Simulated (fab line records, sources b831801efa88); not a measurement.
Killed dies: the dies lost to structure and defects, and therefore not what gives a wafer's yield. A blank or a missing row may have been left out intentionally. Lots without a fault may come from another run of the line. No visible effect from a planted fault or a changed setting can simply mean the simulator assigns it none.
fab line records	flow gf180mcu
record: lots: 14	wafers: 42	last-day: 34
route steps=602 shown STI@3 DNWELL@36
lots that met no fault: from a run of the same line without faults
start-h: start of the lot's first displayed wafer, in hours after the record's first day	wait-h: hours from the lot's prior step to this one	" same as the row above	L1.1+2: a row that stands for several wafers	- either no value or no given start	* or withheld: withheld	< > ~ a bound
route shown NAME@n: a module of which the file shows steps, and the number in the route of the first	usual: average and standard deviation across the fault-free wafers	same: alike in all rows	chamber/n: place in a boat	sites: the reading at each site	_std_site: how widely they spread, as a standard deviation	_edge_site: outer sites' mean less inner sites'	radius-mm: how far each site lies from the wafer's centre	mask NAME#n: copy n	behind: the tool/chamber that last shaped the wafer	hold: cause of the lot's hold/its duration in hours/its outcome	device: names the non-switching transistor (n, p or np)	end of line: the tests these same wafers got at the end of their route	a step with no rows: only its recipe	killed: not the wafer's yield, but the dies lost to structure and defects at the first sort	map: the dies of a wafer, with x for killed, . for not killed, _ for no die there
set.NAME: the setting that was run; set.NAME@STEP: the one run at that earlier step	model.NAME: the simulator's own value behind a step, which no gauge read
the route's steps for a sample of lots (tables are steps, rows are wafers)
services: from which hour (start-h, from the record's first day; less than 0 if before it) a tool's chamber was out of use, for how many hours, and why
== steps ==
step: GF_STI_THK_MEAS_02
recipe: reads: SiO2_of_STI_OXIDATION_01
usual: STI_OXIDATION_THK: 9.67/0.15
lot.wafer	tool	chamber	start-h	wait-h	STI_OXIDATION_THK[nm]
L302.4	film-metro-01	-	11.54	0.0	9.58
L302.5	"	-	"	"	9.63
L302.6	"	-	"	"	9.76
L303.4	film-metro-04	-	17.16	0.0	9.48
L303.5	"	-	"	"	9.50
L303.6	"	-	"	"	9.38
L305.1	film-metro-02	-	26.96	0.0	9.84
L305.2	"	-	"	"	9.84
L305.6	"	-	"	"	9.87
L306.1	film-metro-02	-	32.10	0.0	9.66
L306.4	"	-	"	"	9.61
L306.5	"	-	"	"	9.40
L307.2	film-metro-02	-	36.53	0.0	9.62
L307.4	"	-	"	"	9.51
L307.6	"	-	"	"	9.64
L309.3	film-metro-04	-	47.08	0.0	9.37
L309.5	"	-	"	"	9.50
L309.6	"	-	"	"	9.44
L311.1	film-metro-02	-	56.51	0.0	9.75
L311.3	"	-	"	"	9.74
L311.4	"	-	"	"	9.79
L312.1	film-metro-01	-	61.51	0.0	9.76
L312.3	"	-	"	"	9.76
L312.5	"	-	"	"	9.78
L313.3	film-metro-01	-	66.53	0.0	9.66
L313.5	"	-	"	"	9.67
L313.6	"	-	"	"	9.62
L314.1	film-metro-04	-	71.51	0.0	9.48
L314.4	"	-	"	"	9.43
L314.6	"	-	"	"	9.44
L318.2	film-metro-04	-	92.11	0.0	9.66
L318.5	"	-	"	"	9.63
L318.6	"	-	"	"	9.61
L319.2	film-metro-01	-	97.30	0.0	9.70
L319.4	"	-	"	"	9.75
L319.5	"	-	"	"	9.68
L324.2	film-metro-01	-	121.52	0.0	9.75
L324.3	"	-	"	"	9.70
L324.4	"	-	"	"	10.00
L325.1	film-metro-02	-	126.91	0.0	9.73
L325.5	"	-	"	"	9.61
L325.6	"	-	"	"	9.71
step: GF_STI_SOFTBAKE_08
recipe: temp-c: 130	time-s: 61.59	resist: KrF
usual: chill-plate-temp-C: 23.00/0.11	plate-sensor-t-centre-C: 131.01/0.011	plate-sensor-t-edge-C: 131.21/0.011
lot.wafer	tool	chamber	start-h	wait-h	chill-plate-temp-C	plate-sensor-t-centre-C	plate-sensor-t-edge-C
L302.4	litho-track-01	0	17.78	0.1	23.07	131.01	131.23
L302.5	"	0	"	"	23.03	131.02	131.17
L302.6	"	0	"	"	23.00	131.01	131.21
L303.4	litho-track-04	0	25.46	0.1	23.13	131.02	131.22
L303.5	"	0	"	"	22.92	131	131.22
L303.6	"	0	"	"	22.90	131.03	131.22
L305.1	litho-track-01	0	35.46	0.1	22.75	131	131.22
L305.2	"	0	"	"	22.94	131	131.2
L305.6	"	0	"	"	22.82	131.02	131.22
L306.1	litho-track-04	0	40.63	0.1	22.87	131.02	131.19
L306.4	"	0	"	"	22.85	131.02	131.22
L306.5	"	0	"	"	22.82	131.02	131.21
L307.2	litho-track-03	0	46.07	0.1	23.05	131.01	131.2
L307.4	"	0	"	"	22.93	131	131.21
L307.6	"	0	"	"	23.03	131.02	131.23
L309.3	litho-track-01	0	57.71	0.1	22.94	131.01	131.22
L309.5	"	0	"	"	23.10	131.01	131.21
L309.6	"	0	"	"	23.08	131.02	131.21
L311.1	litho-track-01	0	65.06	0.1	22.90	131.02	131.2
L311.3	"	0	"	"	22.88	131	131.2
L311.4	"	0	"	"	22.84	131.01	131.2
L312.1	litho-track-01	0	70.01	0.1	22.96	131.01	131.21
L312.3	"	0	"	"	22.98	131.01	131.2
L312.5	"	0	"	"	22.85	131.03	131.2
L313.3	litho-track-01	0	75.26	0.1	23.00	131.03	131.21
L313.5	"	0	"	"	23.08	131	131.22
L313.6	"	0	"	"	23.11	131.02	131.21
L314.1	litho-track-04	0	80.58	0.1	22.92	131.01	131.21
L314.4	"	0	"	"	23.24	130.99	131.2
L314.6	"	0	"	"	22.90	131.02	131.23
L318.2	litho-track-04	0	101.71	0.1	23.03	131.02	131.21
L318.5	"	0	"	"	22.99	131.01	131.22
L318.6	"	0	"	"	23.14	131.03	131.21
L319.2	litho-track-04	0	105.76	0.1	23.11	131.03	131.21
L319.4	"	0	"	"	22.99	131.02	131.21
L319.5	"	0	"	"	23.00	131	131.19
L324.2	litho-track-01	0	130.73	0.1	23.01	131.01	131.21
L324.3	"	0	"	"	22.89	131.03	131.19
L324.4	"	0	"	"	22.90	131.01	131.2
L325.1	litho-track-01	0	136.11	0.1	22.97	131.02	131.2
L325.5	"	0	"	"	23.01	131.02	131.23
L325.6	"	0	"	"	23.01	131	131.19
step: GF_STI_ETCH_14
recipe: target: Si	chemistry: HBr/Cl2/O2	target-depth-nm: 360	icp-w: 600	bias-w: 150	pressure-mtorr: 15	HBr_flow_sccm: 150	Cl2_flow_sccm: 40	O2_flow_sccm: 6	time-s: 102.9
usual: drypump-motor-current-A: 5.8/0.36	oes-product-au: 1.000/0.0086	throttle-valve-pct: 25.657/0.01
lot.wafer	tool	chamber	start-h	wait-h	drypump-motor-current-A	oes-product-au	rf-hours-counter-h	throttle-valve-pct
L302.4	rie-si-02	0	21.68	0.0	6.0	1.001	3	25.656
L302.5	"	3	"	"	5.6	1.002	-	25.657
L302.6	"	0	"	"	6.0	1.010	-	25.659
L303.4	rie-si-01	3	31.56	0.0	6.1	0.987	127	25.658
L303.5	"	3	"	"	6.1	0.986	-	25.647
L303.6	"	0	"	"	6.3	0.996	-	25.670
L305.1	rie-si-02	3	41.26	0.0	5.7	0.991	51	25.658
L305.2	"	1	"	"	5.8	0.991	56	25.681
L305.6	"	1	"	"	5.8	0.991	-	25.662
L306.1	rie-si-02	0	47.09	0.0	6.0	1.012	3	25.644
L306.4	"	3	"	"	5.6	0.998	51	25.668
L306.5	"	2	"	"	5.9	1.008	-	25.661
L307.2	rie-si-01	1	51.44	0.0	5.1	1.020	24	25.655
L307.4	"	2	"	"	5.4	1.004	9	25.662
L307.6	"	1	"	"	5.1	1.008	-	25.639
L309.3	rie-si-02	3	64.18	0.0	5.6	1.000	51	25.673
L309.5	"	0	"	"	6.0	0.996	-	25.667
L309.6	"	1	"	"	5.8	0.987	-	25.667
L311.1	rie-si-02	1	72.21	0.0	5.8	0.981	56	25.659
L311.3	"	3	"	"	5.7	1.002	51	25.662
L311.4	"	2	"	"	5.9	1.008	3	25.653
L312.1	rie-si-01	1	76.33	0.0	5.1	1.017	24	25.654
L312.3	"	0	"	"	6.3	1.004	103	25.650
L312.5	"	2	"	"	5.4	1.016	-	25.653
L313.3	rie-si-02	0	81.86	0.0	6.0	0.995	3	25.638
L313.5	"	3	"	"	5.6	0.996	-	25.663
L313.6	"	2	"	"	5.9	1.000	-	25.668
L314.1	rie-si-01	0	88.06	0.0	6.4	1.003	103	25.641
L314.4	"	2	"	"	5.4	1.002	9	25.651
L314.6	"	1	"	"	5.1	1.006	-	25.666
L318.2	rie-si-02	0	108.63	0.0	6.0	1.000	3	25.658
L318.5	"	1	"	"	5.8	0.998	-	25.661
L318.6	"	2	"	"	5.9	0.995	-	25.660
L319.2	rie-si-01	1	112.31	0.0	5.1	1.022	25	25.632
L319.4	"	3	"	"	6.1	1.005	127	25.647
L319.5	"	1	"	"	5.1	1.017	-	25.647
L324.2	rie-si-02	3	138.76	0.0	5.7	0.989	52	25.672
L324.3	"	2	"	"	5.9	0.999	-	25.656
L324.4	"	3	"	"	5.7	0.989	-	25.682
L325.1	rie-si-02	3	143.83	0.0	5.7	0.993	52	25.640
L325.5	"	3	"	"	5.7	1.013	-	25.658
L325.6	"	3	"	"	5.7	1.002	-	25.663
step: GF_DNWELL_EXPOSE_04
recipe: mask-id: DNWELL	target-cd-nm: 1700	na: 0.6	source-shape: conventional	sigma-outer: 0.6	dose-mj: 260
usual: exposure-dose-mJ-cm2: 259.95/0.28	focus-offset-nm: 0.0/0.54
lot.wafer	tool	chamber	start-h	wait-h	mask	exposure-dose-mJ-cm2	focus-offset-nm
L302.4	iline-stepper-01	0	33.22	-	DNWELL#0	259.96	-0.6
L302.5	"	0	"	"	DNWELL#0	260.33	-0.3
L302.6	"	0	"	"	DNWELL#0	260.13	-0.2
L303.4	iline-stepper-01	0	42.24	-	DNWELL#0	260.57	-0.4
L303.5	"	0	"	"	DNWELL#0	260.53	0.2
L303.6	"	0	"	"	DNWELL#0	260.64	-0.2
L305.1	iline-stepper-01	0	51.02	-	DNWELL#0	259.76	-0.5
L305.2	"	0	"	"	DNWELL#0	259.82	-0.1
L305.6	"	0	"	"	DNWELL#0	260.11	0.0
L306.1	iline-stepper-01	0	58.14	-	DNWELL#0	259.90	0.6
L306.4	"	0	"	"	DNWELL#0	259.70	0.3
L306.5	"	0	"	"	DNWELL#0	259.79	0.2
L307.2	iline-stepper-02	0	62.28	-	DNWELL#0	259.83	0.2
L307.4	"	0	"	"	DNWELL#0	259.87	-0.5
L307.6	"	0	"	"	DNWELL#0	260.17	-0.5
L309.3	iline-stepper-02	0	75.21	-	DNWELL#0	260.07	0.2
L309.5	"	0	"	"	DNWELL#0	260.00	-0.6
L309.6	"	0	"	"	DNWELL#0	259.92	-0.3
L311.1	iline-stepper-02	0	83.27	-	DNWELL#0	259.78	-0.8
L311.3	"	0	"	"	DNWELL#0	259.61	-0.8
L311.4	"	0	"	"	DNWELL#0	259.65	-0.7
L312.1	iline-stepper-02	0	89.33	-	DNWELL#0	260.49	-0.8
L312.3	"	0	"	"	DNWELL#0	260.19	-0.5
L312.5	"	0	"	"	DNWELL#0	260.22	-0.3
L313.3	iline-stepper-01	0	94.71	-	DNWELL#0	259.95	-0.5
L313.5	"	0	"	"	DNWELL#0	259.56	0.3
L313.6	"	0	"	"	DNWELL#0	260.19	-0.4
L314.1	iline-stepper-02	0	100.16	-	DNWELL#0	259.66	0.0
L314.4	"	0	"	"	DNWELL#0	259.94	0.2
L314.6	"	0	"	"	DNWELL#0	259.80	-0.3
L318.2	iline-stepper-02	-	121.09	-	DNWELL#0	-	-
L318.5	"	-	"	"	DNWELL#0	-	-
L318.6	"	-	"	"	DNWELL#0	-	-
L319.2	iline-stepper-02	-	124.65	-	DNWELL#0	-	-
L319.4	"	-	"	"	DNWELL#0	-	-
L319.5	"	-	"	"	DNWELL#0	-	-
L324.2	iline-stepper-02	0	151.98	-	DNWELL#0	259.71	0.3
L324.3	"	0	"	"	DNWELL#0	259.39	-0.1
L324.4	"	0	"	"	DNWELL#0	259.78	1.0
L325.1	iline-stepper-02	0	157.35	-	DNWELL#0	260.05	-0.2
L325.5	"	0	"	"	DNWELL#0	260.23	0.2
L325.6	"	0	"	"	DNWELL#0	259.94	-0.2
step: GF_DNWELL_TW_MEAS_09
usual: DNWELL_TW: 1350/10
lot.wafer	tool	chamber	start-h	wait-h	hold	DNWELL_TW
L302.4	film-metro-04	-	38.61	0.1	-	1345
L302.5	"	-	"	"	-	1348
L302.6	"	-	"	"	-	1341
L303.4	film-metro-04	-	48.16	0.1	-	1366
L303.5	"	-	"	"	-	1364
L303.6	"	-	"	"	-	1365
L305.1	film-metro-04	-	57.74	0.1	-	1340
L305.2	"	-	"	"	-	1348
L305.6	"	-	"	"	-	1344
L306.1	film-metro-02	-	64.30	0.1	-	1355
L306.4	"	-	"	"	-	1355
L306.5	"	-	"	"	-	1356
L307.2	film-metro-04	-	68.84	0.1	-	1346
L307.4	"	-	"	"	-	1353
L307.6	"	-	"	"	-	1342
L309.3	film-metro-03	-	81.52	0.1	-	1346
L309.5	"	-	"	"	-	1349
L309.6	"	-	"	"	-	1343
L311.1	film-metro-03	-	90.04	0.1	-	1339
L311.3	"	-	"	"	-	1334
L311.4	"	-	"	"	-	1337
L312.1	film-metro-04	-	96.10	0.1	-	1344
L312.3	"	-	"	"	-	1336
L312.5	"	-	"	"	-	1343
L313.3	film-metro-03	-	101.71	0.1	-	1356
L313.5	"	-	"	"	-	1352
L313.6	"	-	"	"	-	1356
L314.1	film-metro-02	-	106.48	0.1	-	1350
L314.4	"	-	"	"	-	1352
L314.6	"	-	"	"	-	1350
L318.2	film-metro-03	-	127.96	0.1	await-dispo/0.2h/release	31
L318.5	"	-	"	"	await-dispo/0.2h/release	31
L318.6	"	-	"	"	await-dispo/0.2h/release	31
L318.2	film-metro-03	-	128.18	0.2	-	31
L318.5	"	-	"	"	-	31
L318.6	"	-	"	"	-	31
L319.2	film-metro-04	-	131.94	0.1	await-dispo/0.2h/release	31
L319.4	"	-	"	"	await-dispo/0.2h/release	31
L319.5	"	-	"	"	await-dispo/0.2h/release	31
L319.2	film-metro-04	-	132.17	0.2	-	31
L319.4	"	-	"	"	-	31
L319.5	"	-	"	"	-	31
L324.2	film-metro-03	-	159.90	0.1	-	1373
L324.3	"	-	"	"	-	1372
L324.4	"	-	"	"	-	1373
L325.1	film-metro-03	-	164.94	0.1	-	1367
L325.5	"	-	"	"	-	1369
L325.6	"	-	"	"	-	1369
== services ==
tool	chamber	start-h	hours	kind
iline-stepper-01	0	52.60	-	calibration
iline-stepper-02	0	59.15	-	calibration
iline-stepper-01	-	89.74	0.6	repair
iline-stepper-01	-	90.31	1.7	pm
iline-stepper-02	-	102.14	4.4	pm
rie-si-02	1	118.95	1.6	repair
rie-si-02	0	125.83	21.8	repair
rie-si-02	1	133.79	11.3	repair
rie-si-02	2	139.52	4.4	repair
iline-stepper-02	-	140.36	1.7	repair
iline-stepper-02	-	144.37	1.7	pm
== key ==
first-sign: step: GF_DNWELL_EXPOSE_04	reading: tool-record	direction: missing
effect: step: GF_DNWELL_TW_MEAS_09	reading: visit	direction: added
effect: step: GF_DNWELL_TW_MEAS_09	reading: DNWELL_TW	direction: down	sigmas: 99+	usual: 1350	struck: 31
met-at GF_DNWELL_EXPOSE_04
struck-lots L318,L319
scrapped-behind GF_DNWELL_TW_MEAS_09 L318.2,L318.5,L318.6,L319.2,L319.4,L319.5
not-acting-at GF_STI_THK_MEAS_02,GF_STI_SOFTBAKE_08,GF_STI_ETCH_14
onset-between 100.16 121.09
fault: kind: skipped-step-whole	tool: iline-stepper-02	chamber: -	onset-h: 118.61	steps: GF_DNWELL_EXPOSE_04	scope: struck-lots-only
